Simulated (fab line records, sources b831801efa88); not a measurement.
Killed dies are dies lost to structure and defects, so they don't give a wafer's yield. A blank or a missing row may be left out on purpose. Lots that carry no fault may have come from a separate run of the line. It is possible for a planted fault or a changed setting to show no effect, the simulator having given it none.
fab line records || flow sky130 || part 2 of 2: steps 35 to 35 of 35
[record] {"lots": 7, "wafers": 21, "lastDay": 49}
route steps=708 shown SD_P@327 RES_XHIGH@332 SD_N@342 SALICIDE@361 PAD_OPEN@708
lots untouched by any fault: they come from a run of this same line in which no faults occurred
startH: the number of hours between the record's first day and the start of the first shown wafer of the lot || waitH: how many hours have passed since the lot's step before this one || " repeats the value in the row above || L1.1+2: several wafers, shown together as one row || - value missing, or start not given || * or withheld: withheld || < > ~ a bound
route shown NAME@n: names a module that has steps shown in the file, with the first one's number in the route || usual: mean and standard deviation over wafers with no fault || same: alike in all rows || chamber/n: place in a boat || sites: per-site readings || _std_site: standard deviation across them || _edge_site: the outer-site mean with the inner-site mean subtracted || radiusMm: for every site, how far away it sits from the centre of the wafer || mask NAME#n: copy n || behind: the tool/chamber that last shaped the wafer || hold: why the lot went on hold/how many hours it stayed there/how the hold came to an end || device: whichever transistor did not switch (one of n, p or np) || end of line: the same wafers' tests at the end of the route || a step without rows: its recipe alone || killed: not the wafer's yield, but the dies lost to structure and defects at the first sort || map: a wafer's dies, marking killed ones x, the rest . and places with no die _
set.NAME: the setting the step ran with; set.NAME@STEP: the setting that earlier step ran with || model.NAME: the simulator's own value behind a step, which no gauge read
certain route steps with their lots: each step a table, each wafer a row
services: a tool's chamber out of use, with start hour (startH, from the record's first day; less than 0 if before it), hours out, and reason
[[steps]]
[step SKY_PAD_OPEN_PROBE_99]
[usual] {"killed_at_M0_to_M3": "43/8", "killed_at_M4_up": "2.9/1.6", "killedAtContacts": "26/5.2", "killedAtFrontEnd": "15/4.3", "killedAtOther": "0.3/0.56", "killedDies": "87/10", "killedOpen": "48/6.9", "killedShort": "40/6.5"}
[same] {"grossDies": 492, "killedAtBackSide": 0}
{"lot.wafer": "L478.1", "tool": "prober-02", "chamber": "-", "startH": 1080.05, "waitH": 0.1, "killed_at_M0_to_M3": 50, "killed_at_M4_up": 4, "killedAtContacts": 27, "killedAtFrontEnd": 18, "killedAtOther": 1, "killedDies": 100, "killedOpen": 55, "killedShort": 45, "model.etest.resXhighPo.lineOhmUm": 5934, "model.etest.resXhighPo.rsOhmSq": 2103, "model.etest.resXhighPo.rsOhmSqRange": 62.33}
{"lot.wafer": "L478.2", "tool": "prober-02", "chamber": "-", "startH": 1080.10, "waitH": 0.1, "killed_at_M0_to_M3": 41, "killed_at_M4_up": 3, "killedAtContacts": 23, "killedAtFrontEnd": 18, "killedAtOther": 0, "killedDies": 85, "killedOpen": 50, "killedShort": 35, "model.etest.resXhighPo.lineOhmUm": 5670, "model.etest.resXhighPo.rsOhmSq": 2003, "model.etest.resXhighPo.rsOhmSqRange": 46.52}
{"lot.wafer": "L478.5", "tool": "prober-02", "chamber": "-", "startH": 1080.25, "waitH": 0.2, "killed_at_M0_to_M3": 40, "killed_at_M4_up": 2, "killedAtContacts": 28, "killedAtFrontEnd": 9, "killedAtOther": 0, "killedDies": 79, "killedOpen": 50, "killedShort": 29, "model.etest.resXhighPo.lineOhmUm": 5859, "model.etest.resXhighPo.rsOhmSq": 2067, "model.etest.resXhighPo.rsOhmSqRange": 69.02}
{"lot.wafer": "L481.1", "tool": "prober-01", "chamber": "-", "startH": 1092.11, "waitH": 0.1, "killed_at_M0_to_M3": 49, "killed_at_M4_up": 2, "killedAtContacts": 30, "killedAtFrontEnd": 11, "killedAtOther": 0, "killedDies": 92, "killedOpen": 58, "killedShort": 34, "model.etest.resXhighPo.lineOhmUm": 5666, "model.etest.resXhighPo.rsOhmSq": 2009, "model.etest.resXhighPo.rsOhmSqRange": 113.3}
{"lot.wafer": "L481.3", "tool": "prober-01", "chamber": "-", "startH": 1092.21, "waitH": 0.2, "killed_at_M0_to_M3": 40, "killed_at_M4_up": 2, "killedAtContacts": 32, "killedAtFrontEnd": 15, "killedAtOther": 0, "killedDies": 89, "killedOpen": 49, "killedShort": 40, "model.etest.resXhighPo.lineOhmUm": 5824, "model.etest.resXhighPo.rsOhmSq": 2027, "model.etest.resXhighPo.rsOhmSqRange": 136.5}
{"lot.wafer": "L481.6", "tool": "prober-01", "chamber": "-", "startH": 1092.36, "waitH": 0.2, "killed_at_M0_to_M3": 32, "killed_at_M4_up": 2, "killedAtContacts": 31, "killedAtFrontEnd": 19, "killedAtOther": 0, "killedDies": 84, "killedOpen": 48, "killedShort": 36, "model.etest.resXhighPo.lineOhmUm": 5618, "model.etest.resXhighPo.rsOhmSq": 1964, "model.etest.resXhighPo.rsOhmSqRange": 123.4}
{"lot.wafer": "L488.2", "tool": "prober-01", "chamber": "-", "startH": 1129.76, "waitH": 0.1, "killed_at_M0_to_M3": 33, "killed_at_M4_up": 5, "killedAtContacts": 25, "killedAtFrontEnd": 13, "killedAtOther": 0, "killedDies": 76, "killedOpen": 45, "killedShort": 31, "model.etest.resXhighPo.lineOhmUm": 5966, "model.etest.resXhighPo.rsOhmSq": 2078, "model.etest.resXhighPo.rsOhmSqRange": 177.7}
{"lot.wafer": "L488.3", "tool": "prober-01", "chamber": "-", "startH": 1129.81, "waitH": 0.2, "killed_at_M0_to_M3": 49, "killed_at_M4_up": 2, "killedAtContacts": 26, "killedAtFrontEnd": 21, "killedAtOther": 0, "killedDies": 98, "killedOpen": 55, "killedShort": 43, "model.etest.resXhighPo.lineOhmUm": 5635, "model.etest.resXhighPo.rsOhmSq": 1977, "model.etest.resXhighPo.rsOhmSqRange": 168.3}
{"lot.wafer": "L488.5", "tool": "prober-01", "chamber": "-", "startH": 1129.91, "waitH": 0.2, "killed_at_M0_to_M3": 44, "killed_at_M4_up": 1, "killedAtContacts": 23, "killedAtFrontEnd": 6, "killedAtOther": 0, "killedDies": 74, "killedOpen": 39, "killedShort": 35, "model.etest.resXhighPo.lineOhmUm": 5655, "model.etest.resXhighPo.rsOhmSq": 2021, "model.etest.resXhighPo.rsOhmSqRange": 159}
{"lot.wafer": "L490.2", "tool": "prober-01", "chamber": "-", "startH": 1144.36, "waitH": 0.1, "killed_at_M0_to_M3": 49, "killed_at_M4_up": 1, "killedAtContacts": 20, "killedAtFrontEnd": 19, "killedAtOther": 1, "killedDies": 90, "killedOpen": 48, "killedShort": 42, "model.etest.resXhighPo.lineOhmUm": 5872, "model.etest.resXhighPo.rsOhmSq": 2033, "model.etest.resXhighPo.rsOhmSqRange": 81.82}
{"lot.wafer": "L490.5", "tool": "prober-01", "chamber": "-", "startH": 1144.51, "waitH": 0.2, "killed_at_M0_to_M3": 47, "killed_at_M4_up": 2, "killedAtContacts": 27, "killedAtFrontEnd": 17, "killedAtOther": 0, "killedDies": 93, "killedOpen": 51, "killedShort": 42, "model.etest.resXhighPo.lineOhmUm": 5641, "model.etest.resXhighPo.rsOhmSq": 1982, "model.etest.resXhighPo.rsOhmSqRange": 67.35}
{"lot.wafer": "L490.6", "tool": "prober-01", "chamber": "-", "startH": 1144.56, "waitH": 0.2, "killed_at_M0_to_M3": 55, "killed_at_M4_up": 4, "killedAtContacts": 23, "killedAtFrontEnd": 16, "killedAtOther": 0, "killedDies": 98, "killedOpen": 51, "killedShort": 47, "model.etest.resXhighPo.lineOhmUm": 5599, "model.etest.resXhighPo.rsOhmSq": 1952, "model.etest.resXhighPo.rsOhmSqRange": 46.78}
{"lot.wafer": "L495.4", "tool": "prober-02", "chamber": "-", "startH": 1171.77, "waitH": 0.2, "killed_at_M0_to_M3": 44, "killed_at_M4_up": 5, "killedAtContacts": 26, "killedAtFrontEnd": 14, "killedAtOther": 0, "killedDies": 89, "killedOpen": 47, "killedShort": 42, "model.etest.resXhighPo.lineOhmUm": 2265, "model.etest.resXhighPo.rsOhmSq": 797.5, "model.etest.resXhighPo.rsOhmSqRange": 35.67}
{"lot.wafer": "L495.5", "tool": "prober-02", "chamber": "-", "startH": 1171.82, "waitH": 0.2, "killed_at_M0_to_M3": 45, "killed_at_M4_up": 3, "killedAtContacts": 24, "killedAtFrontEnd": 18, "killedAtOther": 1, "killedDies": 91, "killedOpen": 50, "killedShort": 41, "model.etest.resXhighPo.lineOhmUm": 2270, "model.etest.resXhighPo.rsOhmSq": 796.4, "model.etest.resXhighPo.rsOhmSqRange": 27.25}
{"lot.wafer": "L495.6", "tool": "prober-02", "chamber": "-", "startH": 1171.87, "waitH": 0.2, "killed_at_M0_to_M3": 53, "killed_at_M4_up": 5, "killedAtContacts": 24, "killedAtFrontEnd": 14, "killedAtOther": 0, "killedDies": 96, "killedOpen": 49, "killedShort": 47, "model.etest.resXhighPo.lineOhmUm": 2253, "model.etest.resXhighPo.rsOhmSq": 779.5, "model.etest.resXhighPo.rsOhmSqRange": 25.05}
{"lot.wafer": "L496.1", "tool": "prober-01", "chamber": "-", "startH": 1177.92, "waitH": 0.1, "killed_at_M0_to_M3": 38, "killed_at_M4_up": 7, "killedAtContacts": 26, "killedAtFrontEnd": 11, "killedAtOther": 0, "killedDies": 82, "killedOpen": 43, "killedShort": 39, "model.etest.resXhighPo.lineOhmUm": 2238, "model.etest.resXhighPo.rsOhmSq": 782.6, "model.etest.resXhighPo.rsOhmSqRange": 30.94}
{"lot.wafer": "L496.4", "tool": "prober-01", "chamber": "-", "startH": 1178.07, "waitH": 0.2, "killed_at_M0_to_M3": 38, "killed_at_M4_up": 3, "killedAtContacts": 30, "killedAtFrontEnd": 12, "killedAtOther": 0, "killedDies": 83, "killedOpen": 46, "killedShort": 37, "model.etest.resXhighPo.lineOhmUm": 2250, "model.etest.resXhighPo.rsOhmSq": 800.9, "model.etest.resXhighPo.rsOhmSqRange": 29.37}
{"lot.wafer": "L496.6", "tool": "prober-01", "chamber": "-", "startH": 1178.17, "waitH": 0.2, "killed_at_M0_to_M3": 40, "killed_at_M4_up": 1, "killedAtContacts": 22, "killedAtFrontEnd": 12, "killedAtOther": 0, "killedDies": 75, "killedOpen": 42, "killedShort": 33, "model.etest.resXhighPo.lineOhmUm": 2261, "model.etest.resXhighPo.rsOhmSq": 788, "model.etest.resXhighPo.rsOhmSqRange": 35.32}
{"lot.wafer": "L497.4", "tool": "prober-02", "chamber": "-", "startH": 1178.30, "waitH": 0.2, "killed_at_M0_to_M3": 43, "killed_at_M4_up": 3, "killedAtContacts": 37, "killedAtFrontEnd": 14, "killedAtOther": 0, "killedDies": 97, "killedOpen": 55, "killedShort": 42, "model.etest.resXhighPo.lineOhmUm": 2228, "model.etest.resXhighPo.rsOhmSq": 782.3, "model.etest.resXhighPo.rsOhmSqRange": 40.55}
{"lot.wafer": "L497.5", "tool": "prober-02", "chamber": "-", "startH": 1178.35, "waitH": 0.2, "killed_at_M0_to_M3": 33, "killed_at_M4_up": 2, "killedAtContacts": 27, "killedAtFrontEnd": 20, "killedAtOther": 0, "killedDies": 82, "killedOpen": 42, "killedShort": 40, "model.etest.resXhighPo.lineOhmUm": 2204, "model.etest.resXhighPo.rsOhmSq": 769.6, "model.etest.resXhighPo.rsOhmSqRange": 51.14}
{"lot.wafer": "L497.6", "tool": "prober-02", "chamber": "-", "startH": 1178.40, "waitH": 0.2, "killed_at_M0_to_M3": 32, "killed_at_M4_up": 1, "killedAtContacts": 23, "killedAtFrontEnd": 19, "killedAtOther": 0, "killedDies": 75, "killedOpen": 42, "killedShort": 33, "model.etest.resXhighPo.lineOhmUm": 2257, "model.etest.resXhighPo.rsOhmSq": 786.8, "model.etest.resXhighPo.rsOhmSqRange": 47.72}
// killed by level:class
L478.1 LI_CONTACT:geometricParticle:open=10 VIA2:geometricParticle:open=9 FIELD_ISO:geometricParticle:open=8 CONTACT:geometricParticle:open=7 VIA1:geometricParticle:open=7 METAL3:geometricParticle:short=7 CONTACT:geometricParticle:short=6 METAL1:geometricParticle:short=6
L478.2 VIA1:geometricParticle:open=16 CONTACT:geometricParticle:open=11 VIA3:geometricParticle:open=9 FIELD_ISO:geometricParticle:short=6 FIELD_ISO:geometricParticle:open=5 CONTACT:geometricParticle:short=5 LOCAL_INTERCONNECT:geometricParticle:short=5 POLY_GATE:geometricParticle:short=3
L478.5 VIA1:geometricParticle:open=13 LI_CONTACT:geometricParticle:open=10 CONTACT:geometricParticle:open=6 LOCAL_INTERCONNECT:geometricParticle:short=4 CONTACT:geometricParticle:short=4 METAL1:geometricParticle:short=4 METAL2:geometricParticle:short=4 VIA2:geometricParticle:open=4
L481.1 VIA1:geometricParticle:open=11 VIA2:geometricParticle:open=10 LI_CONTACT:geometricParticle:open=9 CONTACT:geometricParticle:open=8 METAL2:geometricParticle:short=6 LOCAL_INTERCONNECT:geometricParticle:short=5 VIA3:geometricParticle:open=5 FIELD_ISO:geometricParticle:short=4
L481.3 VIA1:geometricParticle:open=16 CONTACT:geometricParticle:open=11 CONTACT:geometricParticle:short=7 LOCAL_INTERCONNECT:geometricParticle:short=6 METAL2:geometricParticle:short=6 FIELD_ISO:geometricParticle:short=5 LI_CONTACT:geometricParticle:open=5 METAL1:geometricParticle:short=5
L481.6 LI_CONTACT:geometricParticle:open=12 VIA1:geometricParticle:open=10 CONTACT:geometricParticle:open=8 POLY_GATE:geometricParticle:open=6 METAL1:geometricParticle:short=6 POLY_GATE:geometricParticle:short=5 CONTACT:geometricParticle:short=4 LI_CONTACT:geometricParticle:short=4
L488.2 CONTACT:geometricParticle:open=17 VIA1:geometricParticle:open=11 VIA1:geometricParticle:short=6 VIA3:geometricParticle:open=5 CONTACT:geometricParticle:short=4 METAL2:geometricParticle:short=4 FIELD_ISO:geometricParticle:short=3 POLY_GATE:geometricParticle:open=3
L488.3 VIA1:geometricParticle:open=16 CONTACT:geometricParticle:open=11 FIELD_ISO:geometricParticle:open=8 VIA3:geometricParticle:open=8 METAL1:geometricParticle:short=7 METAL2:geometricParticle:short=6 LI_CONTACT:geometricParticle:short=5 CONTACT:geometricParticle:short=5
L488.5 VIA1:geometricParticle:open=9 VIA3:geometricParticle:open=7 LI_CONTACT:geometricParticle:open=7 CONTACT:geometricParticle:open=7 METAL2:geometricParticle:short=7 VIA1:geometricParticle:short=6 CONTACT:geometricParticle:short=5 METAL1:geometricParticle:short=4
L490.2 VIA1:geometricParticle:open=15 POLY_GATE:geometricParticle:short=9 VIA2:geometricParticle:open=8 FIELD_ISO:geometricParticle:short=6 VIA1:geometricParticle:short=6 CONTACT:geometricParticle:short=5 LI_CONTACT:geometricParticle:open=5 VIA3:geometricParticle:open=5
L490.5 CONTACT:geometricParticle:open=10 VIA1:geometricParticle:open=8 VIA2:geometricParticle:open=8 VIA3:geometricParticle:open=7 FIELD_ISO:geometricParticle:short=6 LI_CONTACT:geometricParticle:open=6 VIA3:geometricParticle:short=6 POLY_GATE:geometricParticle:open=4
L490.6 CONTACT:geometricParticle:open=12 METAL1:geometricParticle:short=11 VIA1:geometricParticle:open=10 VIA1:geometricParticle:short=7 POLY_GATE:geometricParticle:open=6 VIA3:geometricParticle:open=6 CONTACT:geometricParticle:short=5 VIA2:geometricParticle:open=5
L495.4 CONTACT:geometricParticle:open=10 VIA1:geometricParticle:open=9 METAL1:geometricParticle:short=7 VIA3:geometricParticle:open=7 VIA1:geometricParticle:short=6 LI_CONTACT:geometricParticle:open=5 CONTACT:geometricParticle:short=5 METAL2:geometricParticle:short=5
L495.5 VIA2:geometricParticle:open=10 VIA1:geometricParticle:open=9 CONTACT:geometricParticle:open=8 METAL1:geometricParticle:short=8 VIA3:geometricParticle:open=7 LOCAL_INTERCONNECT:geometricParticle:short=6 LI_CONTACT:geometricParticle:open=5 POLY_GATE:geometricParticle:open=4
L495.6 CONTACT:geometricParticle:open=12 LI_CONTACT:geometricParticle:open=7 VIA1:geometricParticle:open=7 VIA3:geometricParticle:short=7 METAL1:geometricParticle:short=7 VIA2:geometricParticle:open=7 VIA1:geometricParticle:short=6 POLY_GATE:geometricParticle:short=5
L496.1 CONTACT:geometricParticle:open=12 VIA1:geometricParticle:open=7 METAL2:geometricParticle:short=7 METAL4:geometricParticle:short=6 FIELD_ISO:geometricParticle:open=5 VIA3:geometricParticle:open=5 LI_CONTACT:geometricParticle:open=4 CONTACT:geometricParticle:short=4
L496.4 CONTACT:geometricParticle:open=18 VIA3:geometricParticle:open=7 METAL2:geometricParticle:short=6 FIELD_ISO:geometricParticle:open=5 VIA1:geometricParticle:open=5 METAL3:geometricParticle:short=5 LI_CONTACT:geometricParticle:open=4 CONTACT:geometricParticle:short=4
L496.6 VIA1:geometricParticle:open=12 CONTACT:geometricParticle:open=8 METAL2:geometricParticle:short=8 CONTACT:geometricParticle:short=6 VIA2:geometricParticle:open=6 FIELD_ISO:geometricParticle:short=5 LI_CONTACT:geometricParticle:open=5 METAL2:geometricParticle:open=4
L497.4 CONTACT:geometricParticle:open=20 VIA1:geometricParticle:short=8 LI_CONTACT:geometricParticle:open=7 VIA1:geometricParticle:open=7 METAL2:geometricParticle:short=7 VIA3:geometricParticle:open=6 METAL1:geometricParticle:short=5 LOCAL_INTERCONNECT:geometricParticle:short=4
L497.5 CONTACT:geometricParticle:open=11 POLY_GATE:geometricParticle:short=7 METAL2:geometricParticle:short=7 POLY_GATE:geometricParticle:open=6 LOCAL_INTERCONNECT:geometricParticle:short=5 LI_CONTACT:geometricParticle:open=5 METAL1:geometricParticle:short=4 VIA1:geometricParticle:open=4
L497.6 CONTACT:geometricParticle:open=10 VIA1:geometricParticle:open=7 VIA2:geometricParticle:open=6 LI_CONTACT:geometricParticle:open=6 METAL2:geometricParticle:short=5 POLY_GATE:geometricParticle:short=4 FIELD_ISO:geometricParticle:short=3 CONTACT:geometricParticle:short=3
[[services]]
{"tool": "plasmaAsher-04", "chamber": "-", "startH": 570.64, "hours": 15.6, "kind": "pm"}
{"tool": "implanter-02", "chamber": "-", "startH": 586.41, "hours": 19.1, "kind": "pm"}
{"tool": "plasmaAsher-03", "chamber": "-", "startH": 587.34, "hours": 13.0, "kind": "repair"}
{"tool": "implanter-01", "chamber": "-", "startH": 612.25, "hours": 3.3, "kind": "pm"}
{"tool": "plasmaAsher-02", "chamber": "-", "startH": 616.29, "hours": 1.5, "kind": "repair"}
{"tool": "implanter-02", "chamber": "-", "startH": 625.89, "hours": 4.9, "kind": "repair"}
{"tool": "implanter-02", "chamber": "-", "startH": 626.31, "hours": 4.2, "kind": "repair"}
{"tool": "implanter-04", "chamber": "-", "startH": 635.18, "hours": 2.4, "kind": "repair"}
{"tool": "plasmaAsher-01", "chamber": "-", "startH": 648.10, "hours": 1.1, "kind": "repair"}
{"tool": "implanter-01", "chamber": "-", "startH": 653.19, "hours": 0.6, "kind": "repair"}
{"tool": "plasmaAsher-03", "chamber": "-", "startH": 670.19, "hours": 0.3, "kind": "repair"}
{"tool": "implanter-01", "chamber": "-", "startH": 674.57, "hours": 3.0, "kind": "pm"}
{"tool": "implanter-01", "chamber": "-", "startH": 698.36, "hours": 3.8, "kind": "repair"}
{"tool": "plasmaAsher-03", "chamber": "-", "startH": 705.41, "hours": 2.8, "kind": "pm"}
{"tool": "plasmaAsher-02", "chamber": "-", "startH": 733.75, "hours": 9.0, "kind": "pm"}
{"tool": "plasmaAsher-02", "chamber": 0, "startH": 733.75, "hours": 9.0, "kind": "ventCycle"}
{"tool": "plasmaAsher-02", "chamber": 1, "startH": 733.75, "hours": 9.0, "kind": "ventCycle"}
{"tool": "plasmaAsher-02", "chamber": 0, "startH": 742.75, "hours": "-", "kind": "clean"}
{"tool": "plasmaAsher-02", "chamber": 1, "startH": 742.75, "hours": "-", "kind": "clean"}
{"tool": "implanter-01", "chamber": "-", "startH": 750.43, "hours": 5.2, "kind": "repair"}
{"tool": "implanter-02", "chamber": "-", "startH": 780.17, "hours": 4.0, "kind": "repair"}
{"tool": "plasmaAsher-01", "chamber": "-", "startH": 780.62, "hours": 1.8, "kind": "repair"}
[[key]]
[firstSign] {"step": "SKY_RES_XHIGH_IMPLANT_07", "reading": "doseIonsCm2", "direction": "up", "sigmas": "99+", "usual": "*", "struck": "*"}
[effect] {"step": "SKY_RES_XHIGH_IMPLANT_07", "reading": "beamOnS", "direction": "up", "sigmas": 9, "usual": 38.8, "struck": 63.1}
[effect] {"step": "SKY_RES_XHIGH_STRIP_08", "reading": "stripTimeToEndpointS", "direction": "up", "sigmas": 14, "usual": "*", "struck": "*"}
[effect] {"step": "SKY_RES_XHIGH_TW_MEAS_09", "reading": "RES_XHIGH_TW", "direction": "up", "sigmas": 32, "usual": 1644, "struck": 1930}
[effect] {"step": "SKY_SD_N_RS_MEAS_18", "reading": "RES_XHIGH_RS", "direction": "down", "sigmas": "99+", "usual": 333.4, "struck": 221.7}
[modelEffect] {"step": "SKY_PAD_OPEN_PROBE_99", "value": "etest.resXhighPo.lineOhmUm", "without": 5475, "struck": 2247}
metAt SKY_RES_XHIGH_IMPLANT_07
struckWafers L495.4,L495.5,L495.6,L496.1,L496.4,L496.6,L497.4,L497.5,L497.6
testerLeftOut L495,L496,L497
onsetBetween 693.91 757.31
[fault] {"kind": "processParameterDrift", "tool": "implanter-04", "chamber": "-", "onsetH": 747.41, "steps": "SKY_RES_XHIGH_IMPLANT_07", "channel": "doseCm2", "offset": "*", "shape": "step", "endH": 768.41, "actsIn": "*", "stated": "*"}
// testerLeftOut: of these lots the tester's yield and bins aren't shown, on N5 and GAA mostly nor the transistor test; their killed dies are dies lost to structure and defects alone, not to doping, threshold or leakage, so they don't give the yield
